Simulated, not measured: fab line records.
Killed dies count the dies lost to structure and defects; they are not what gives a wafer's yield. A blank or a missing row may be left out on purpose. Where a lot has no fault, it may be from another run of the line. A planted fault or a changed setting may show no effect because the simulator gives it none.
fab line records -- flow sfq_line -- part 2 of 2: steps 28 to 38 of 38
record lots=5, wafers=15, last_day=94
route steps=325 shown M0@28 I0@43 M1@58
lots untouched by any fault: they come from a run of this same line in which no faults occurred
start_h: the number of hours between the record's first day and the start of the first shown wafer of the lot -- wait_h: hours since the lot's step before -- " as in the row above -- L1.1+2: one row covering several wafers at once -- - no value, or no start given -- * or withheld: withheld -- < > ~ a bound
route shown NAME@n: names a module that has steps shown in the file, with the first one's number in the route -- usual: mean and standard deviation over wafers with no fault -- same: alike in all rows -- chamber/n: place in a boat -- sites: readings site by site -- _std_site: standard deviation of those values -- _edge_site: inner sites' mean taken away from outer sites' mean -- radius_mm: for every site, how far away it sits from the centre of the wafer -- mask NAME#n: copy n -- behind: the last tool/chamber to shape the wafer -- hold: the reason the lot was held/the length of the hold in hours/how it ended -- device: the n, p or np transistor that did not switch -- end of line: the route-end tests of the same wafers -- a step without rows: its recipe alone -- killed: at the first sort, the dies lost to defects and structure; wafer yield is something else -- map: the dies of a wafer, with x for killed, . for not killed, _ for no die there
set.NAME: the run value of the setting; set.NAME@STEP: its run value at that earlier step -- model.NAME: the simulator's own value behind a step, which no gauge read
a table for each step, a row for each wafer; lots at some steps of the route
services: from which hour (start_h, from the record's first day; less than 0 if before it) a tool's chamber was out of use, for how many hours, and why
## steps
# step SFQ_TRILAYER_I0_VIA_STRIP_STRIP_035
# recipe gas=O2, power_w=200, platen_temp_c=40, overash_fraction=0.65, chemistry=O2, pressure_mtorr=50
# usual drypump_motor_current_A=5.8/0.61, oes_product_au=0.997/0.0076, platen_temp_c=40.02/0.1
lot.wafer,tool,chamber,start_h,wait_h,drypump_motor_current_A,oes_product_au,platen_temp_c,rf_hours_counter_h
L081.1,rie_metal-03,1,232.51,-,5.7,1.006,39.99,30
L081.5,rie_metal-03,1,232.51,-,5.7,0.995,40.10,-
L081.6,rie_metal-03,0,232.51,-,5.9,0.999,40.15,-
L087.1,rie_metal-02,0,284.11,-,4.7,0.995,39.92,99
L087.3,rie_metal-02,0,284.11,-,4.6,0.995,39.95,-
L087.5,rie_metal-02,0,284.11,-,4.7,0.997,39.86,-
L091.3,rie_metal-02,0,320.61,-,4.6,1.010,39.83,-
L091.4,rie_metal-02,1,320.61,-,5.3,0.988,39.93,-
L091.6,rie_metal-02,1,320.61,-,5.3,0.992,39.84,-
L096.2,rie_metal-01,1,359.59,-,6.2,1.004,39.98,98
L096.3,rie_metal-01,1,359.59,-,6.2,0.992,40.08,-
L096.4,rie_metal-01,0,359.59,-,6.6,0.995,39.97,-
L097.2,rie_metal-02,0,363.19,-,4.6,1.006,39.95,113
L097.3,rie_metal-02,1,363.19,-,5.3,0.996,39.86,-
L097.6,rie_metal-02,0,363.19,-,4.6,1.014,39.97,-
# step SFQ_TRILAYER_I0_VIA_STRIP_SOLV_CLEAN_036
# recipe chemistry=NMP, temp_c=70, time_s=600
lot.wafer,tool,chamber,start_h,wait_h
L081.1+5+6,wet_bench-04,"1,2,0",233.11,0.4
L087.1+3+5,wet_bench-04,"4,0,6",284.71,0.4
L091.3+4+6,wet_bench-01,"2,0,4",321.01,0.2
L096.2+3+4,wet_bench-03,"1,0,7",360.19,0.4
L097.2+3+6,wet_bench-04,"4,6,5",363.79,0.4
# step SFQ_TRILAYER_M1_DEP_PRE_CLEAN_038
# recipe gas=Ar, time_s=22.5, bias_v=250
lot.wafer,tool,chamber,start_h,wait_h
L081.1+5+6,pvd_sputter-06,-,233.28,0.0
L087.1+3+5,pvd_sputter-05,-,284.88,0.0
L091.3+4+6,pvd_sputter-05,-,321.19,0.0
L096.2+3+4,pvd_sputter-05,-,360.36,0.0
L097.2+3+6,pvd_sputter-05,-,363.96,0.0
# step SFQ_TRILAYER_M1_DEP_SPUTTER_037
# recipe material=Nb, base_pressure_pa=1.33e-06, chamber_pressure_pa=0.1333, substrate_temp_c=20, resputter_cathode_voltage_v=400, target_thk_nm=200, power_w=2000, time_s=133.3
# usual cathode_dc_power_W=2000.0/0.35, chamber_pressure_pa=0.13327/0.00026, throttle_valve_pct=29.9/0.92
lot.wafer,tool,chamber,start_h,wait_h,cathode_dc_power_W,chamber_pressure_pa,throttle_valve_pct
L081.1,pvd_sputter-06,-,233.31,0.0,2000.2,0.13362,29.7
L081.5,pvd_sputter-06,-,233.31,0.0,2000.1,0.13294,29.8
L081.6,pvd_sputter-06,-,233.31,0.0,2000.4,0.13302,29.6
L087.1,pvd_sputter-05,-,284.91,0.0,2000.0,0.13336,30.8
L087.3,pvd_sputter-05,-,284.91,0.0,2000.1,0.13333,31.8
L087.5,pvd_sputter-05,-,284.91,0.0,1999.5,0.1332,32.0
L091.3,pvd_sputter-05,-,321.22,0.0,2000.3,0.13323,30.3
L091.4,pvd_sputter-05,-,321.22,0.0,2000.2,0.13341,30.3
L091.6,pvd_sputter-05,-,321.22,0.0,1999.8,0.13337,30.3
L096.2,pvd_sputter-05,-,360.39,0.0,2000.4,0.13307,29.7
L096.3,pvd_sputter-05,-,360.39,0.0,2000.1,0.13301,31.7
L096.4,pvd_sputter-05,-,360.39,0.0,1999.5,0.13341,30.2
L097.2,pvd_sputter-05,-,363.99,0.0,2000.2,0.13325,29.5
L097.3,pvd_sputter-05,-,363.99,0.0,1999.3,0.1334,31.6
L097.6,pvd_sputter-05,-,363.99,0.0,1999.6,0.13344,32.0
# step SFQ_M1_RS_MEAS_909
# recipe thk_meas_gauge=four-point-probe, reads=Nb_of_TRILAYER_M1_DEP_SPUTTER_037
# usual M1_NB_RS=0.893/0.0095
lot.wafer,tool,chamber,start_h,wait_h,M1_NB_RS[ohm/sq]
L081.1,film_metro-04,-,233.40,0.0,0.880
L081.5,film_metro-04,-,233.40,0.0,0.893
L081.6,film_metro-04,-,233.40,0.0,0.885
L087.1,film_metro-01,-,285.00,0.0,0.897
L087.3,film_metro-01,-,285.00,0.0,0.897
L087.5,film_metro-01,-,285.00,0.0,0.898
L091.3,film_metro-04,-,321.35,0.1,0.913
L091.4,film_metro-04,-,321.35,0.1,0.910
L091.6,film_metro-04,-,321.35,0.1,0.903
L096.2,film_metro-01,-,360.50,0.1,0.872
L096.3,film_metro-01,-,360.50,0.1,0.898
L096.4,film_metro-01,-,360.50,0.1,0.895
L097.2,film_metro-01,-,364.10,0.1,0.874
L097.3,film_metro-01,-,364.10,0.1,0.894
L097.6,film_metro-01,-,364.10,0.1,0.896
# step SFQ_TRILAYER_M1_LITHO_COAT_044
# recipe resist=BARC, spin_rpm=3000, resist_thk_nm=62
lot.wafer,tool,chamber,start_h,wait_h
L081.1+5+6,litho_track-03,0,233.58,0.1
L087.1+3+5,litho_track-03,0,285.18,0.1
L091.3+4+6,litho_track-01,0,321.59,0.1
L096.2+3+4,litho_track-02,0,360.71,0.1
L097.2+3+6,litho_track-02,0,364.31,0.1
# step SFQ_TRILAYER_M1_LITHO_COAT_039
# recipe resist=KrF, spin_rpm=3000, resist_thk_nm=600
lot.wafer,tool,chamber,start_h,wait_h
L081.1+5+6,litho_track-03,0,233.88,0.2
L087.1+3+5,litho_track-03,0,285.48,0.2
L091.3+4+6,litho_track-01,0,321.89,0.2
L096.2+3+4,litho_track-02,0,361.01,0.2
L097.2+3+6,litho_track-02,0,364.61,0.2
# step SFQ_TRILAYER_M1_LITHO_SOFTBAKE_043
# recipe temp_c=withheld, time_s=withheld, resist=KrF
lot.wafer,tool,chamber,start_h,wait_h
L081.1+5+6,litho_track-03,0,234.18,0.2
L087.1+3+5,litho_track-03,0,285.78,0.2
L091.3+4+6,litho_track-01,0,322.14,0.2
L096.2+3+4,litho_track-02,0,361.29,0.2
L097.2+3+6,litho_track-02,0,364.89,0.2
# step SFQ_TRILAYER_M1_LITHO_EXPOSE_040
# recipe mask_id=M1, na=0.6, source_shape=conventional, sigma_outer=0.65, target_cd_nm=500, dose_mj=14.4
# usual focus_offset_nm=0.1/0.48
lot.wafer,tool,chamber,start_h,wait_h,mask,focus_offset_nm
L081.1,krf_scanner-01,0,280.02,-,M1#0,0.5
L081.5,krf_scanner-01,0,280.02,-,M1#0,0.6
L081.6,krf_scanner-01,0,280.02,-,M1#0,-0.4
L087.1,krf_scanner-01,0,333.12,-,M1#0,0.0
L087.3,krf_scanner-01,0,333.12,-,M1#0,0.1
L087.5,krf_scanner-01,0,333.12,-,M1#0,-0.1
L091.3,krf_scanner-01,0,377.30,-,M1#0,-0.2
L091.4,krf_scanner-01,0,377.30,-,M1#0,-0.1
L091.6,krf_scanner-01,0,377.30,-,M1#0,-0.4
L096.2,krf_scanner-01,0,418.64,-,M1#0,0.7
L096.3,krf_scanner-01,0,418.64,-,M1#0,-0.2
L096.4,krf_scanner-01,0,418.64,-,M1#0,0.0
L097.2,krf_scanner-01,0,422.24,-,M1#0,0.2
L097.3,krf_scanner-01,0,422.24,-,M1#0,0.3
L097.6,krf_scanner-01,0,422.24,-,M1#0,0.4
# step SFQ_TRILAYER_M1_LITHO_PEB_042
# recipe peb_temp_c=115, peb_time_s=60, resist=KrF
# usual heater_power_total_W=79.15/0.068
lot.wafer,tool,chamber,start_h,wait_h,heater_power_total_W
L081.1,litho_track-02,0,281.22,1.0,79.05
L081.5,litho_track-02,0,281.22,1.0,79.17
L081.6,litho_track-02,0,281.22,1.0,79.00
L087.1,litho_track-03,0,334.32,1.0,79.11
L087.3,litho_track-03,0,334.32,1.0,79.18
L087.5,litho_track-03,0,334.32,1.0,79.19
L091.3,litho_track-03,0,378.15,0.7,79.26
L091.4,litho_track-03,0,378.15,0.7,79.17
L091.6,litho_track-03,0,378.15,0.7,79.18
L096.2,litho_track-02,0,419.67,0.8,79.25
L096.3,litho_track-02,0,419.67,0.8,79.10
L096.4,litho_track-02,0,419.67,0.8,79.22
L097.2,litho_track-02,0,423.27,0.8,79.17
L097.3,litho_track-02,0,423.27,0.8,79.12
L097.6,litho_track-02,0,423.27,0.8,79.19
# step SFQ_TRILAYER_M1_LITHO_DEVELOP_041
# recipe time_s=60, resist=KrF
lot.wafer,tool,chamber,start_h,wait_h
L081.1+5+6,litho_track-02,0,281.37,0.1
L087.1+3+5,litho_track-03,0,334.47,0.1
L091.3+4+6,litho_track-03,0,378.30,0.1
L096.2+3+4,litho_track-02,0,419.82,0.1
L097.2+3+6,litho_track-02,0,423.42,0.1
## services
tool,chamber,start_h,hours,kind
rie_metal-02,1,114.82,10.3,repair
krf_scanner-01,-,122.62,1.3,pm
wet_bench-04,-,127.00,2.2,repair
pvd_sputter-05,-,151.47,0.9,repair
pvd_sputter-04,-,189.04,4.2,repair
pvd_sputter-04,-,190.33,2.2,repair
krf_scanner-01,-,192.32,11.6,pm
rie_diel-02,0,200.11,16.2,repair
krf_scanner-01,-,203.87,1.0,pm
rie_metal-04,0,204.06,15.5,repair
pvd_sputter-04,-,228.27,13.5,repair
rie_diel-02,3,267.10,4.9,repair
krf_scanner-01,-,299.22,1.3,pm
krf_scanner-01,-,304.21,1.3,repair
rie_diel-02,-,330.43,0.3,repair
rie_diel-02,0,333.78,4.0,repair
krf_scanner-01,-,348.72,4.4,pm
rie_metal-04,-,354.14,0.6,repair
pvd_sputter-04,-,360.11,0.6,repair
krf_scanner-01,-,369.90,1.0,pm
rie_metal-02,1,386.16,1.8,repair
krf_scanner-01,-,409.13,2.1,repair
rie_metal-04,1,412.99,4.2,repair
pvd_sputter-04,-,417.50,1.0,repair
